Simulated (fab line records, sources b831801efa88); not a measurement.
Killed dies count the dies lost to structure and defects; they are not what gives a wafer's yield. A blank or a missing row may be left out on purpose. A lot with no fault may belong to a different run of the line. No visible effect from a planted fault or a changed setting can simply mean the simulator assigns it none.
Which tool did it? -- flow sky130 -- 24 lots, 72 wafers sampled, at 3 steps of a route of 708

== WHAT THE GAUGES READ, wafer by wafer ==
SKY_VIA2_BOW_MEAS_03. Usual: for VIA2_BOW the level is 86 um and the standard deviation is 7.2.
lot,measured,on,VIA2_BOW (um),flag
L074,day 34 23:26,film metro-04,89 91 97,
L075,day 35 05:46,film metro-02,81 88 91,
L076,day 35 22:01,film metro-03,93 94 91,
L077,day 36 04:09,film metro-03,79 80 82,
L078,day 36 13:35,film metro-04,88 74 80,
L079,day 36 14:01,film metro-02,86 78 73,
L080,day 37 08:47,film metro-04,96 84 98,
L081,day 37 17:10,film metro-03,96 90 73,
L082,day 37 19:41,film metro-04,84 89 88,
L083,day 38 03:05,film metro-03,90 98 79,
L084,day 38 05:57,film metro-02,83 91 101,
L085,day 38 16:39,film metro-04,84 91 86,
L086,day 38 21:17,film metro-03,89 89 88,
L087,day 39 05:00,film metro-03,88 96 90,
L088,day 39 09:04,film metro-04,74 91 82,
L089,day 39 15:11,film metro-02,86 88 87,
L090,day 40 02:34,film metro-03,67 87 70,
L091,day 40 04:02,film metro-04,84 84 83,
L092,day 40 14:05,film metro-03,85 89 90,
L093,day 40 19:59,film metro-02,80 80 84,
L094,day 41 04:30,film metro-02,75 85 72,
L095,day 41 10:10,film metro-02,97 94 97,
L096,day 41 17:21,film metro-04,79 79 77,
L097,day 41 19:11,film metro-03,86 98 88,

SKY_VIA2_RS_MEAS_22: uses a four-point probe to measure. Usual: for VIA2_W_RS the level is 0.2712 ohm/sq and the standard deviation is 0.0025.
lot,measured,on,VIA2_W_RS (ohm/sq),flag
L074,day 36 02:26,film metro-02,0.2682 0.2690 0.2682,
L075,day 36 08:15,film metro-02,0.2690 0.2685 0.2728,
L076,day 37 00:53,film metro-03,0.2725 0.2773 0.2724,
L077,day 37 07:59,film metro-02,0.2704 0.2713 0.2717,
L078,day 37 16:10,film metro-02,0.2691 0.2687 0.2696,
L079,day 37 16:53,film metro-02,0.2679 0.2695 0.2722,
L080,day 38 10:47,film metro-03,0.2720 0.2711 0.2729,
L081,day 38 19:26,film metro-02,0.2681 0.2678 0.2656,
L082,day 38 21:50,film metro-02,0.2727 0.2685 0.2722,
L083,day 39 05:33,film metro-03,0.2709 0.2701 0.2720,
L084,day 39 07:37,film metro-02,0.2694 0.2718 0.2725,
L085,day 39 18:28,film metro-04,0.2717 0.2692 0.2666,
L086,day 39 23:06,film metro-04,0.2706 0.2710 0.2718,
L087,day 40 06:32,film metro-04,0.2678 0.2725 0.2690,
L088,day 40 10:49,film metro-03,0.2687 0.2722 0.2671,
L089,day 40 17:57,film metro-02,0.2717 0.2720 0.2723,
L090,day 41 04:04,film metro-02,0.2664 0.2690 0.2723,
L091,day 41 05:31,film metro-03,0.2744 0.2724 0.2707,
L092,day 41 15:41,film metro-03,0.2730 0.2749 0.2728,
L093,day 41 21:50,film metro-03,0.2721 0.2747 0.2729,
L094,day 42 05:52,film metro-03,0.2743 0.2745 0.2730,
L095,day 42 11:00,film metro-04,0.2696 0.2743 0.2704,
L096,day 42 18:10,film metro-03,0.2744 0.2728 0.2771,
L097,day 42 20:12,film metro-04,0.2744 0.2724 0.2738,

SKY_VIA2_THK_MEAS_23: measures by xrf. Usual: for VIA2_W_THK the level is 428 nm and the standard deviation is 6.7.
lot,measured,on,VIA2_W_THK (nm),flag
L074,day 36 02:34,film metro-02,429 429 430,
L075,day 36 08:22,film metro-02,428 429 422,
L076,day 37 00:59,film metro-03,429 425 435,
L077,day 37 08:07,film metro-02,423 420 419,
L078,day 37 16:17,film metro-02,425 426 424,
L079,day 37 17:00,film metro-02,424 423 417,
L080,day 38 10:53,film metro-03,422 423 423,
L081,day 38 19:33,film metro-02,432 429 432,
L082,day 38 21:56,film metro-02,421 427 424,
L083,day 39 05:40,film metro-03,433 432 433,
L084,day 39 07:44,film metro-02,422 419 417,
L085,day 39 18:34,film metro-04,437 440 442,
L086,day 39 23:13,film metro-04,436 438 435,
L087,day 40 06:40,film metro-04,449 436 442,
L088,day 40 10:55,film metro-03,432 425 431,
L089,day 40 18:04,film metro-02,419 420 415,
L090,day 41 04:11,film metro-02,436 433 424,
L091,day 41 05:38,film metro-03,418 427 431,
L092,day 41 15:48,film metro-03,425 422 425,
L093,day 41 21:56,film metro-03,427 423 426,
L094,day 42 05:59,film metro-03,426 422 425,
L095,day 42 11:07,film metro-04,443 434 438,
L096,day 42 18:17,film metro-03,425 428 419,
L097,day 42 20:19,film metro-04,432 436 432,

== EACH LOT AND THE TOOL THAT RAN IT (in order: tool; ch and the chambers of the sampled wafers; start) ==
Before these readings, the record contains no process step.

== WHAT THE TOOLS THEMSELVES READ (means of the sampled wafers that have a number; where no wafer has one, the mark that the record gives instead) ==
The record holds no such reading with a usual standard deviation.

== THE ANSWER, worked out from the rows above alone ==
Rule: a lot counts as off when the mean over its wafers that have a number is more than 3 standard deviations away from the usual mean. Also off: a lot with no number at a reading for which 4 or more lots have one. Where the step has rows for the other lots, those lots are counted as sound. First the gauges in route order, then the tools' own readings, where a lot's mean is used as printed above. At the first step where some lot is off, the reading lying furthest off is the one used; lots without a number count as furthest.
None of the lots is off at any reading shown; this tells nothing.

== WHAT THE SIMULATOR HAD INSERTED ==
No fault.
